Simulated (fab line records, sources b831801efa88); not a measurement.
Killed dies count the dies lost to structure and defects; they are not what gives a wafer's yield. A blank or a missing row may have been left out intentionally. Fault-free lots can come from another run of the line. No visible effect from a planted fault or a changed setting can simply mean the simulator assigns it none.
Which tool is to blame? ; flow sky130 ; 32 wafers from 11 lots sampled at 6 of the route's 708 steps

WHAT EACH GAUGE READ, for each wafer
SKY_VIA2_OVL_MEAS_13. Usual: VIA2_OVL 3 nm, standard deviation 5.8.
lot;measured;on;VIA2_OVL (nm);flag
L516;day 36 19:30;overlay-02;1 -8 -5;
L517;day 37 06:23;overlay-02;9 2 6;
L519;day 38 11:22;overlay-02;-1 4 5;
L521;day 38 16:56;overlay-02;8 5 5;
L524;day 39 23:08;overlay-01;4 4 -1;
L526;day 40 15:11;overlay-01;-5 -4 -4;
L527;day 40 19:13;overlay-02;-6 0;
L528;day 40 20:40;overlay-01;9 1 0;
L530;day 41 03:28;overlay-02;1 5 4;
L534;day 42 22:50;overlay-01;-3 -4 -10;
L537;day 43 05:14;overlay-02;-6 -4 1;

SKY_VIA2_RS_MEAS_22: the measuring method here is four-point-probe. Usual: VIA2_W_RS 0.275 ohm/sq, standard deviation 0.0032.
lot;measured;on;VIA2_W_RS (ohm/sq);flag
L516;day 36 20:30;filmMetro-01;0.278 0.276 0.277;
L517;day 37 07:20;filmMetro-01;0.275 0.271 0.271;
L519;day 38 12:22;filmMetro-01;0.275 0.279 0.277;
L521;day 38 17:52;filmMetro-02;0.274 0.271 0.274;
L524;day 40 00:11;filmMetro-03;0.275 0.273 0.278;
L526;day 40 16:09;filmMetro-03;0.275 0.274 0.273;
L527;day 40 20:09;filmMetro-02;0.274 0.272;
L528;day 40 21:36;filmMetro-01;0.283 0.273 0.282;
L530;day 41 04:24;filmMetro-01;0.279 0.276 0.276;
L534;day 42 23:49;filmMetro-01;0.277 0.272 0.274;
L537;day 43 06:11;filmMetro-01;0.274 0.276 0.271;

SKY_CAPM_RS_MEAS_03: the measuring method here is four-point-probe. Usual: CAPM_TIN_RS 6.91 ohm/sq, standard deviation 0.062.
lot;measured;on;CAPM_TIN_RS (ohm/sq);flag
L516;day 36 21:19;filmMetro-01;6.95 6.92 6.90;
L517;day 37 08:10;filmMetro-04;6.92 6.89 6.96;
L519;day 38 13:12;filmMetro-03;6.90 6.82 6.97;
L521;day 38 18:41;filmMetro-04;6.90 6.85 6.88;
L524;day 40 01:01;filmMetro-04;6.11 6.91 6.94;OFF
L526;day 40 17:08;filmMetro-04;7.02 6.12 6.99;OFF
L527;day 40 20:58;filmMetro-04;6.97 6.94;
L528;day 40 22:25;filmMetro-01;6.86 6.82 6.73;
L530;day 41 05:13;filmMetro-03;6.86 6.93 6.85;
L534;day 43 00:38;filmMetro-01;6.86 6.86 7.02;
L537;day 43 07:11;filmMetro-03;6.77 6.86 6.82;

SKY_CAPM_THK_MEAS_04: measures by xrf. Usual: CAPM_TIN_THK 198.0 nm, standard deviation 2.5.
lot;measured;on;CAPM_TIN_THK (nm);flag
L516;day 36 21:26;filmMetro-01;197.7 198.6 198.9;
L517;day 37 08:17;filmMetro-04;198.0 198.7 196.3;
L519;day 38 13:19;filmMetro-03;199.7 202.0 198.6;
L521;day 38 18:48;filmMetro-04;198.9 199.6 199.1;
L524;day 40 01:07;filmMetro-04;221.4 196.4 196.3;
L526;day 40 17:14;filmMetro-04;193.7 220.5 194.1;
L527;day 40 21:05;filmMetro-04;195.1 195.8;
L528;day 40 22:32;filmMetro-01;198.3 199.5 202.5;
L530;day 41 05:20;filmMetro-03;201.2 198.6 201.8;
L534;day 43 00:45;filmMetro-01;196.5 197.3 192.0;
L537;day 43 07:17;filmMetro-03;204.7 202.7 203.6;

TOOL THAT RAN EACH LOT (tool first, then ch and the chambers of the sampled wafers, then the start)
lot;SKY_CAPM_CVD_00;SKY_CAPM_SPUTTER_02
L516;pecvd-02 ch 0,1,2, day 36 21:07;pvdSputter-04, day 36 21:12
L517;pecvd-02 ch 0,1,2, day 37 07:58;pvdSputter-01, day 37 08:03
L519;pecvd-01 ch 1,2, day 38 13:01;pvdSputter-04, day 38 13:05
L521;pecvd-01 ch 0,1, day 38 18:29;pvdSputter-01, day 38 18:34
L524;pecvd-03 ch 1,2, day 40 00:47;pvdSputter-01, day 40 00:53
L526;pecvd-01 ch 1,2, day 40 16:55;pvdSputter-01, day 40 16:59
L527;pecvd-01 ch 2, day 40 20:47;pvdSputter-04, day 40 20:52
L528;pecvd-03 ch 0,1, day 40 22:14;pvdSputter-04, day 40 22:19
L530;pecvd-01 ch 1,2, day 41 05:02;pvdSputter-02, day 41 05:07
L534;pecvd-01 ch 0,2, day 43 00:26;pvdSputter-02, day 43 00:31
L537;pecvd-01 ch 1,2, day 43 06:58;pvdSputter-02, day 43 07:03
- SKY_CAPM_CVD_00: deposits SiO2, target thk 15.5 nm.
- SKY_CAPM_SPUTTER_02: material TiN, target thk 200 nm, time 166.7 s.

WHAT THE TOOLS THEMSELVES READ (means of the sampled wafers that have a number; where no wafer has one, the mark that the record gives instead)
SKY_CAPM_CVD_00. Usual: heaterPowerW 707 W, standard deviation 88.
lot;tool;heaterPowerW (W);flag
L516;pecvd-02;705;
L517;pecvd-02;691;
L519;pecvd-01;767;
L521;pecvd-01;809;
L524;pecvd-03;691;
L526;pecvd-01;708;
L527;pecvd-01;736;
L528;pecvd-03;627;
L530;pecvd-01;763;
L534;pecvd-01;706;
L537;pecvd-01;793;

SKY_CAPM_SPUTTER_02. Usual: cathodeDcPowerW 6500.1 W, standard deviation 1.1; chamberPressurePa 0.4000 Pa, standard deviation 0.00082; throttleValvePct 30.3 %, standard deviation 0.88.
lot;tool;cathodeDcPowerW (W);chamberPressurePa (Pa);throttleValvePct (%);flag
L516;pvdSputter-04;6499.6;0.4000;30.3;
L517;pvdSputter-01;6499.8;0.4011;30.5;
L519;pvdSputter-04;6500.3;0.3994;30.2;
L521;pvdSputter-01;6499.4;0.4002;30.2;
L524;pvdSputter-01;6777.9;0.4004;30.2;OFF
L526;pvdSputter-01;6777.6;0.4001;30.2;OFF
L527;pvdSputter-04;6499.8;0.4004;30.0;
L528;pvdSputter-04;6500.3;0.4003;30.0;
L530;pvdSputter-02;6501.0;0.3993;30.2;
L534;pvdSputter-02;6500.5;0.4001;30.6;
L537;pvdSputter-02;6501.0;0.3990;30.1;

THE ANSWER, worked out from the rows above alone
Rule: lot off if the mean of its wafers having a number is beyond 3 standard deviations from the usual mean. A lot without any number at a reading at which 4 lots or more have one is off too. All remaining lots with rows at the step are treated as sound. The gauges are gone through in route order, then the tools' own readings, and for those a lot's mean is taken as printed above. At the first step where some lot is off, the reading lying furthest off is the one used; lots without a number count as furthest.
Off: L524, L526, at SKY_CAPM_RS_MEAS_03 (CAPM_TIN_RS).
If a tool, at a process step before that reading, ran all the lots that are off and no sound lot after the first of them, it fits. The gauges at SKY_CAPM_RS_MEAS_03 aren't tried: what is off there is off at SKY_CAPM_SPUTTER_02 too, on other tools, and a gauge's error can't cause that. One fits: SKY_CAPM_SPUTTER_02 on pvdSputter-01. Its last sound lot is L521 (day 38 18:34), its first lot that is off L524 (day 40 00:53): a fault that began between those two fits.
On the lots that are off, the tool's own readings at SKY_CAPM_SPUTTER_02 differ by more than 5 times the standard deviation of the sound lots' means, which bears it out; cathodeDcPowerW reads 6777.8 W there versus 6500.2 W on the sound lots.

WHAT HAD BEEN PUT IN BY THE SIMULATOR
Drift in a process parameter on pvdSputter-01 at SKY_CAPM_SPUTTER_02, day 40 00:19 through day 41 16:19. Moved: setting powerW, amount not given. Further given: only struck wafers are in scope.
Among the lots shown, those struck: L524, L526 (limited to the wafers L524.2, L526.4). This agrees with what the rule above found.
